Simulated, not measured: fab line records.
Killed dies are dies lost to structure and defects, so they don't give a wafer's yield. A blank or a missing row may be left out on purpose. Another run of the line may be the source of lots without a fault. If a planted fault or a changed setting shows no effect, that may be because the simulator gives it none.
fab line records -- flow sky130
[record] lots = 5, wafers = 15, lastDay = 49
route steps=708 shown DNWELL@37 PWDE@45 PAD_OPEN@708
lots that met no fault: from a run of the same line without faults
startH: hours from the record's opening day to when the first of the lot's shown wafers began -- waitH: how many hours have passed since the lot's step before this one -- " unchanged from the row above -- L1.1+2: one row covering several wafers at once -- - no value, or no start was given -- * or withheld: withheld -- < > ~ a bound
route shown NAME@n: NAME is a module with steps in the file, n the number in the route of the first one -- usual: mean/standard deviation of fault-free wafers -- same: alike in all rows -- chamber/n: place in a boat -- sites: readings site by site -- _std_site: standard deviation of those values -- _edge_site: the outer-site mean with the inner-site mean subtracted -- radiusMm: for every site, how far away it sits from the centre of the wafer -- mask NAME#n: copy n -- behind: the tool/chamber that last shaped the wafer -- hold: why the lot went on hold/how many hours it stayed there/how the hold came to an end -- device: transistor that didn't switch, given as n, p or np -- end of line: tests run on the same wafers once the route is complete -- a step given without rows: its recipe and nothing more -- killed: dies that structure and defects cost at the first sort, which is not the same as the wafer's yield -- map: a wafer's dies, x killed, . not, _ none there
set.NAME: the setting as run; set.NAME@STEP: as run at that earlier step -- model.NAME: the simulator's own value behind a step, which no gauge read
certain route steps with their lots: each step a table, each wafer a row
services: the hour from which a tool's chamber was out of use, counted from the record's first day as startH (under 0 if before that day), plus the number of hours and why
[[steps]]
[step SKY_DNWELL_COAT_02]
[recipe] spinRpm = 2000, resistThkNm = 3000
[step SKY_DNWELL_SOFTBAKE_03]
[recipe] tempC = 110, timeS = withheld
[step SKY_DNWELL_EXPOSE_04]
[recipe] maskId = DNM, na = 0.57, targetCdNm = 3000, doseMj = 222
[step SKY_DNWELL_PEB_05]
[recipe] tempC = 115, timeS = withheld
[step SKY_DNWELL_DEVELOP_06]
[recipe] wallAngleDeg = 90, developer = TMAH, developTimeS = 60, devTempC = 23
[step SKY_DNWELL_IMPLANT_07]
[recipe] species = P, energyKev = withheld, doseCm2 = withheld, tiltDeg = withheld
[step SKY_DNWELL_STRIP_08]
[recipe] chemistry = O2/N2, powerW = 1400, pressureMtorr = 1500, platenTempC = withheld, o2FlowSccm = 3000, n2FlowSccm = 300, overashFraction = 0.5
[usual] drypumpMotorCurrentA = 6.0/0.52, oesProductAu = 0.722/0.0048, stripTimeToEndpointS = 36.90/0.12
lot.wafer,tool,chamber,startH,waitH,drypumpMotorCurrentA,oesProductAu,rfHoursCounterH,stripTimeToEndpointS
L888.2,plasmaAsher-01,1,58.20,0.1,6.3,0.725,38,37.03
L888.5,plasmaAsher-01,0,58.20,0.1,4.9,0.715,-,37.01
L888.6,plasmaAsher-01,1,58.20,0.1,6.3,0.729,-,37.16
L889.1,plasmaAsher-04,1,63.92,0.1,5.7,0.721,25,36.69
L889.3,plasmaAsher-04,1,63.92,0.1,5.8,0.716,-,36.86
L889.4,plasmaAsher-04,0,63.92,0.1,6.6,0.721,-,36.81
L905.3,plasmaAsher-04,0,148.82,0.1,6.6,0.714,-,36.95
L905.5,plasmaAsher-04,0,148.82,0.1,6.6,0.717,-,36.95
L905.6,plasmaAsher-04,1,148.82,0.1,5.8,0.732,-,36.90
L906.3,plasmaAsher-03,0,157.47,0.1,6.3,0.724,-,37.05
L906.4,plasmaAsher-03,1,157.47,0.1,5.7,0.720,-,37.03
L906.6,plasmaAsher-03,1,157.47,0.1,5.7,0.725,-,37.19
L907.1,plasmaAsher-03,0,164.52,0.1,6.3,0.729,47,36.72
L907.2,plasmaAsher-03,1,164.52,0.1,5.7,0.728,47,36.65
L907.4,plasmaAsher-03,1,164.52,0.1,5.7,0.726,-,36.63
[step SKY_DNWELL_TW_MEAS_09]
[usual] DNWELL_TW = 1119/15
lot.wafer,tool,chamber,startH,waitH,DNWELL_TW
L888.2,filmMetro-03,-,58.31,0.1,1124
L888.5,filmMetro-03,-,58.31,0.1,1126
L888.6,filmMetro-03,-,58.31,0.1,1126
L889.1,filmMetro-03,-,64.02,0.1,1132
L889.3,filmMetro-03,-,64.02,0.1,1132
L889.4,filmMetro-03,-,64.02,0.1,1132
L905.3,filmMetro-01,-,148.91,0.1,1095
L905.5,filmMetro-01,-,148.91,0.1,1098
L905.6,filmMetro-01,-,148.91,0.1,1091
L906.3,filmMetro-03,-,157.56,0.1,1119
L906.4,filmMetro-03,-,157.56,0.1,1125
L906.6,filmMetro-03,-,157.56,0.1,1125
L907.1,filmMetro-01,-,164.62,0.1,1107
L907.2,filmMetro-01,-,164.62,0.1,1100
L907.4,filmMetro-01,-,164.62,0.1,1103
[step SKY_PWDE_DEHYDRATE_00]
[recipe] tempC = 200, timeS = 60
[step SKY_PWDE_HMDS_01]
[recipe] primeTimeS = 60, primeTempC = 120
[step SKY_PWDE_COAT_02]
[recipe] spinRpm = 2000, resistThkNm = 3000
[step SKY_PWDE_SOFTBAKE_03]
[recipe] tempC = 110, timeS = withheld
[step SKY_PWDE_EXPOSE_04]
[recipe] maskId = PWDEM, na = 0.6, sourceShape = conventional, sigmaOuter = 0.6, polarization = unpolarized, targetCdNm = 840, doseMj = 214
[usual] stageVelMmS = 500.01/0.19
lot.wafer,tool,chamber,startH,waitH,mask,stageVelMmS
L888.2,ilineStepper-01,0,66.16,-,PWDEM#0,500.39
L888.5,ilineStepper-01,0,66.16,-,PWDEM#0,500.02
L888.6,ilineStepper-01,0,66.16,-,PWDEM#0,499.99
L889.1,ilineStepper-01,0,72.20,-,PWDEM_R1#0,500.09
L889.3,ilineStepper-01,0,72.20,-,PWDEM_R1#0,500.23
L889.4,ilineStepper-01,0,72.20,-,PWDEM_R1#0,500.18
L905.3,ilineStepper-01,0,158.09,-,PWDEM#0,500.21
L905.5,ilineStepper-01,0,158.09,-,PWDEM#0,500.04
L905.6,ilineStepper-01,0,158.09,-,PWDEM#0,499.76
L906.3,ilineStepper-02,0,167.66,-,PWDEM#0,499.89
L906.4,ilineStepper-02,0,167.66,-,PWDEM#0,500.00
L906.6,ilineStepper-02,0,167.66,-,PWDEM#0,499.98
L907.1,ilineStepper-02,0,174.04,-,PWDEM#0,500.14
L907.2,ilineStepper-02,0,174.04,-,PWDEM#0,500.03
L907.4,ilineStepper-02,0,174.04,-,PWDEM#0,499.84
[step SKY_PWDE_PEB_05]
[recipe] tempC = 115, timeS = withheld
[step SKY_PAD_OPEN_PROBE_99]
[usual] killed_at_M0_to_M3 = 44/7.2, killed_at_M4_up = 3.4/2.1, killedAtContacts = 24/5.5, killedAtFrontEnd = 15/4.6, killedAtOther = 0.4/0.64, killedDies = 86/9.1, killedOnRim = 17/3.8, killedOpen = 47/7.5, killedShort = 39/5.8
[same] grossDies = 492, killedAtBackSide = 0
lot.wafer,tool,chamber,startH,waitH,killed_at_M0_to_M3,killed_at_M4_up,killedAtContacts,killedAtFrontEnd,killedAtOther,killedDies,killedOnRim,killedOpen,killedShort,model.etest.res_p_drift_20v.lineOhmUm,model.etest.res_p_drift_20v.widthNm
L888.2,prober-02,-,1078.32,0.1,43,4,19,23,0,89,20,56,32,1.173e+04,830.7
L888.5,prober-02,-,1078.47,0.2,35,3,27,17,4,86,14,53,29,1.143e+04,825.2
L888.6,prober-02,-,1078.52,0.2,45,3,22,20,0,90,17,49,41,1.168e+04,827.1
L889.1,prober-01,-,1089.68,0.1,40,4,21,62,0,127,35,43,34,1.083e+04,954.6
L889.3,prober-01,-,1089.78,0.2,35,3,29,77,0,144,41,49,45,1.047e+04,957.2
L889.4,prober-01,-,1089.83,0.2,50,3,20,82,0,155,53,49,43,9924,962.4
L905.3,prober-01,-,1170.96,0.2,44,3,34,9,1,91,18,51,40,1.171e+04,828.7
L905.5,prober-01,-,1171.06,0.2,33,4,22,10,0,69,10,34,35,1.126e+04,825.6
L905.6,prober-01,-,1171.11,0.2,48,9,23,14,0,94,12,44,50,1.177e+04,823.8
L906.3,prober-02,-,1181.26,0.2,46,2,26,23,0,97,16,58,38,1.116e+04,839.7
L906.4,prober-02,-,1181.31,0.2,46,2,29,12,0,89,22,48,41,1.09e+04,839.2
L906.6,prober-02,-,1181.41,0.2,34,2,34,22,1,93,18,41,50,1.081e+04,836.8
L907.1,prober-01,-,1186.34,0.1,46,3,27,9,0,85,19,51,34,1.314e+04,828.5
L907.2,prober-01,-,1186.39,0.1,44,5,28,12,0,89,17,48,41,1.232e+04,826.9
L907.4,prober-01,-,1186.49,0.2,42,4,30,14,0,90,17,50,40,1.308e+04,828.1
// killed by level:class
L888.2 VIA1:geometricParticle:open=10 CONTACT:geometricParticle:open=9 POLY_GATE:geometricParticle:open=7 VIA2:geometricParticle:open=7 METAL2:geometricParticle:short=6 FIELD_ISO:geometricParticle:open=5 VIA3:geometricParticle:open=5 POLY_GATE:geometricParticle:short=4
L888.5 CONTACT:geometricParticle:open=11 LI_CONTACT:geometricParticle:open=10 VIA1:geometricParticle:open=7 VIA3:geometricParticle:open=7 FIELD_ISO:geometricParticle:open=4 VIA2:geometricParticle:short=4 CONTACT:geometricParticle:short=4 METAL2:geometricParticle:short=4
L888.6 VIA1:geometricParticle:open=12 CONTACT:geometricParticle:open=11 LI_CONTACT:geometricParticle:open=7 VIA1:geometricParticle:short=5 VIA3:geometricParticle:open=5 FIELD_ISO:geometricParticle:open=4 FIELD_ISO:geometricParticle:short=4 POLY_GATE:geometricParticle:short=4
L889.1 PWDE:areaExpose=50 CONTACT:geometricParticle:open=10 LI_CONTACT:geometricParticle:open=6 VIA1:geometricParticle:open=6 VIA3:geometricParticle:open=6 FIELD_ISO:geometricParticle:open=4 POLY_GATE:geometricParticle:short=4 METAL1:geometricParticle:short=4
L889.3 PWDE:areaExpose=50 CONTACT:geometricParticle:short=10 METAL1:geometricParticle:short=8 CONTACT:geometricParticle:open=8 FIELD_ISO:geometricParticle:short=7 POLY_GATE:geometricParticle:open=7 LI_CONTACT:geometricParticle:open=7 VIA1:geometricParticle:open=7
L889.4 PWDE:areaExpose=63 VIA3:geometricParticle:open=12 VIA1:geometricParticle:open=10 METAL1:geometricParticle:short=7 METAL2:geometricParticle:short=7 POLY_GATE:geometricParticle:short=6 CONTACT:geometricParticle:open=6 LI_CONTACT:geometricParticle:open=5
L905.3 LI_CONTACT:geometricParticle:open=12 CONTACT:geometricParticle:open=8 VIA2:geometricParticle:open=8 VIA1:geometricParticle:open=7 VIA3:geometricParticle:open=6 METAL2:geometricParticle:short=6 LI_CONTACT:geometricParticle:short=5 VIA1:geometricParticle:short=5
L905.5 CONTACT:geometricParticle:open=12 METAL1:geometricParticle:short=7 METAL2:geometricParticle:short=5 POLY_GATE:geometricParticle:short=4 LI_CONTACT:geometricParticle:open=4 VIA1:geometricParticle:open=4 METAL2:geometricParticle:open=3 VIA1:geometricParticle:short=3
L905.6 CONTACT:geometricParticle:open=8 VIA1:geometricParticle:open=8 METAL2:geometricParticle:short=8 VIA3:geometricParticle:open=8 POLY_GATE:geometricParticle:short=6 METAL1:geometricParticle:short=6 METAL4:geometricParticle:short=6 LI_CONTACT:geometricParticle:short=5
L906.3 VIA1:geometricParticle:open=16 CONTACT:geometricParticle:open=10 FIELD_ISO:geometricParticle:open=8 LI_CONTACT:geometricParticle:open=6 LOCAL_INTERCONNECT:geometricParticle:short=6 METAL2:geometricParticle:short=6 VIA3:geometricParticle:open=5 VIA3:geometricParticle:short=5
L906.4 CONTACT:geometricParticle:open=13 METAL1:geometricParticle:short=9 VIA2:geometricParticle:open=8 METAL2:geometricParticle:short=6 LI_CONTACT:geometricParticle:open=5 LOCAL_INTERCONNECT:geometricParticle:short=5 FIELD_ISO:geometricParticle:open=4 METAL3:geometricParticle:short=4
L906.6 CONTACT:geometricParticle:open=10 LI_CONTACT:geometricParticle:open=8 LOCAL_INTERCONNECT:geometricParticle:short=8 METAL1:geometricParticle:short=8 FIELD_ISO:geometricParticle:open=6 VIA1:geometricParticle:short=6 CONTACT:geometricParticle:short=6 FIELD_ISO:geometricParticle:short=5
L907.1 VIA1:geometricParticle:open=13 CONTACT:geometricParticle:open=12 METAL1:geometricParticle:short=9 VIA2:geometricParticle:open=8 LI_CONTACT:geometricParticle:open=5 LOCAL_INTERCONNECT:geometricParticle:short=4 CONTACT:geometricParticle:short=4 METAL3:geometricParticle:short=4
L907.2 LI_CONTACT:geometricParticle:open=9 METAL2:geometricParticle:short=9 CONTACT:geometricParticle:short=8 CONTACT:geometricParticle:open=7 VIA1:geometricParticle:open=6 VIA3:geometricParticle:short=6 VIA2:geometricParticle:open=6 METAL1:geometricParticle:short=5
L907.4 LI_CONTACT:geometricParticle:open=8 VIA2:geometricParticle:open=8 VIA1:geometricParticle:open=7 LI_CONTACT:geometricParticle:short=6 CONTACT:geometricParticle:open=6 VIA1:geometricParticle:short=6 VIA3:geometricParticle:open=6 FIELD_ISO:geometricParticle:open=5
// map L889.4 (x killed, . not)
__________.xxxxxx.xx_________
________xx.x.xx.x....._______
______xxx....x..xx...x.x_____
_____xx..x.xx..x.xx.x....____
____xxx.x....xx..x.x.x...x___
___...x...x.....x....x.....__
__xx.xx..x....x.....x..x..x._
_xxx.x...x.x..x..x....x......
_x..x.x...xx.................
_xx.x.........x..xx..x......x
_x.x...........x.........x...
_xx.x..x...xx.....x...xx...x.
_xx.x..........xx......xxxx..
_.x.x..................x..x.x
_xxxx..xx......x.x....x..x...
__xxx.....x..........xx...xx_
___.xx...x.x.xx.......x..x.__
____.x......x.....x.......___
_____xxx.xx......xx..x...____
______.xx....xx...xx..x._____
________x..........xxx_______
__________x...x....x_________
// map L905.6 (x killed, . not)
__________.........._________
________.x.....xxxx..._______
______x.....x..x.x.x..xx_____
_____...........x........____
____...x.x..x...x.....x..x___
___..x.....................__
__.....x.......x............_
_.......x....x......x........
_.x.....x...xx..x...x.....x.x
_x..x....x.........x....x....
_...x.....x...........x.xx..x
_x.x.....xx.......x...xx.x...
_..x..x..x...........xx......
_......x.....xx...x....x.....
_..x..........x.x........x...
__x.x...........xx.....x...x_
___.......x.xx.......x.....__
____.....x..x.x..x.x......___
_____......xx..x.xxxx....____
______...x.......x..x..._____
________........xx...._______
__________.......x.._________
[[services]]
tool,chamber,startH,hours,kind
plasmaAsher-04,-,47.03,2.8,pm
ilineStepper-01,0,70.85,-,calibration
plasmaAsher-04,-,78.26,2.8,repair
plasmaAsher-03,-,86.43,1.5,repair
ilineStepper-01,-,96.63,4.4,pm
ilineStepper-02,0,122.33,-,calibration
plasmaAsher-03,-,139.55,0.5,repair
plasmaAsher-01,-,155.11,2.7,repair
[[key]]
[firstSign] step = SKY_PWDE_EXPOSE_04, reading = mask, direction = changed
[effect] step = SKY_PAD_OPEN_PROBE_99, reading = killedAtFrontEnd, direction = up, sigmas = 13, usual = 15, struck = 74
[modelEffect] step = SKY_PAD_OPEN_PROBE_99, value = etest.res_p_drift_20v.lineOhmUm, without = 1.199e+04, struck = 1.041e+04
[moreKillsBornAt] SKY_PWDE_EXPOSE_04@ilineStepper-01 = 163
metAt SKY_PWDE_EXPOSE_04
struckWafers L889.1,L889.3,L889.4
testerLeftOut L889
onsetBetween 66.16 72.20
[fault] kind = wrongMask, tool = any, chamber = -, onsetH = 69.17, steps = SKY_PWDE_EXPOSE_04, auxCopy = PWDEM_R1#0, cdOffsetNm = 126, scope = struckLotsOnly
// testerLeftOut: of these lots the tester's yield and bins aren't shown, on N5 and GAA mostly nor the transistor test; their killed dies are dies lost to structure and defects alone, not to doping, threshold or leakage, so they don't give the yield
